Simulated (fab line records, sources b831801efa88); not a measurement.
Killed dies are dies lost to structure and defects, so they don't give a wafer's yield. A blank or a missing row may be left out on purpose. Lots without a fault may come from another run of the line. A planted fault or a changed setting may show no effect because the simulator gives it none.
One fault seen from 2 desks | flow gf180mcu | each desk has only its own numbers; what lay behind them comes last

THE METROLOGY DESK
What the gauges read, lot by lot, whatever tool the lot ran on: means of the sampled wafers that have a number. A lot is out of limits, marked OUT, if its mean lies more than 4 standard deviations from the usual mean; the brackets give that distance.
Columns: A = POLY_GATE_CVD_00_THK at GF_POLY_GATE_THK_MEAS_01, usual 199.0 nm; B = cd_nm at GF_POLY_GATE_CD_MEAS_10, usual 280.2 nm; C = cd_nm at GF_HV_LDD_CD_MEAS_46, usual 399.6 nm; D = HV_LDD_RS at GF_HV_LDD_RS_MEAS_53, usual 418.3 ohm/sq
lot  | first seen here | A     | B     | C     | D
L234 | day 8 10:31     | 200.1 | 281.6 | 397.9 | 418.9
L236 | day 9 00:37     | 202.0 | 279.8 | 401.6 | 418.6
L238 | day 9 23:50     | 201.1 | 279.5 | 401.8 | 416.9
L239 | day 10 00:53    | 197.1 | 280.2 | 399.9 | 419.1
L241 | day 10 16:25    | 197.8 | 280.7 | 398.7 | 416.5
L243 | day 11 07:24    | 200.6 | 279.7 | 398.2 | 418.3
L244 | day 11 10:24    | 200.0 | 279.1 | 399.1 | 419.1
L245 | day 11 14:54    | 199.0 | 279.5 | 402.0 | 418.3
L251 | day 13 09:53    | 199.7 | 279.8 | 400.5 | 418.2
L252 | day 13 16:25    | 197.5 | 281.2 | 401.2 | 402.6 (-17) OUT
L253 | day 14 00:20    | 198.1 | 279.2 | 399.6 | 402.8 (-17) OUT
L254 | day 14 08:01    | 199.0 | 280.0 | 398.5 | 418.5
L255 | day 14 17:04    | 198.5 | 279.5 | 401.1 | 417.5
L257 | day 15 08:16    | 197.1 | 280.4 | 399.8 | 418.7
This desk's finding: out of limits on L252, L253; first on L252, day 18 10:42 (HV_LDD_RS at GF_HV_LDD_RS_MEAS_53). In limits: L234, L236, L238, L239, L241, L243, L244, L245, L251, L254, L255, L257.

THE TOOL OWNER'S DESK: implanter-01
The tool's own readings at GF_HV_LDD_IMPLANT_34: means of the sampled wafers that have a number, for each lot that ran on this tool. A lot is out of limits, marked OUT, if its mean lies more than 4 standard deviations from the usual mean; the brackets give that distance.
Columns: A = beam_energy_keV at GF_HV_LDD_IMPLANT_34, usual 59.999; B = dose_ions_cm2 at GF_HV_LDD_IMPLANT_34, usual 7.5e+12
lot  | first seen here | A                        | B
L234 | day 11 14:42    | 59.976                   | 7.5e+12
L238 | day 13 04:52    | 59.992                   | 7.5e+12
L243 | day 14 17:20    | 60.008                   | 7.5e+12
L244 | day 14 20:07    | 59.995                   | 7.5e+12
L245 | day 15 00:55    | 60.014                   | 7.5e+12
L252 | day 17 10:22    | 71.177 (+99 or more) OUT | 7.5e+12
L253 | day 17 19:30    | 71.144 (+99 or more) OUT | 7.5e+12
This desk's finding: out of limits on L252, L253; first on L252, day 17 10:22 (beam_energy_keV at GF_HV_LDD_IMPLANT_34). In limits: L234, L238, L243, L244, L245.

PUT TOGETHER
The tool owner's desk could have raised an alarm at day 17 10:22, on L252, L253.
The metrology desk could have raised an alarm at day 18 10:42, on L252, L253.
Of the lots named, all ran GF_HV_LDD_IMPLANT_34 on implanter-01.

WHAT THE SIMULATOR HAD PUT IN
Process parameter drift: implanter-01, from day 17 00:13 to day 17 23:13, at GF_HV_LDD_IMPLANT_34. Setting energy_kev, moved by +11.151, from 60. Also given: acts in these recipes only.
Lots struck among those shown: L252, L253.
Hours from the fault's start to each desk's first reading out of limits: the tool owner's desk, 10; the metrology desk, 34.
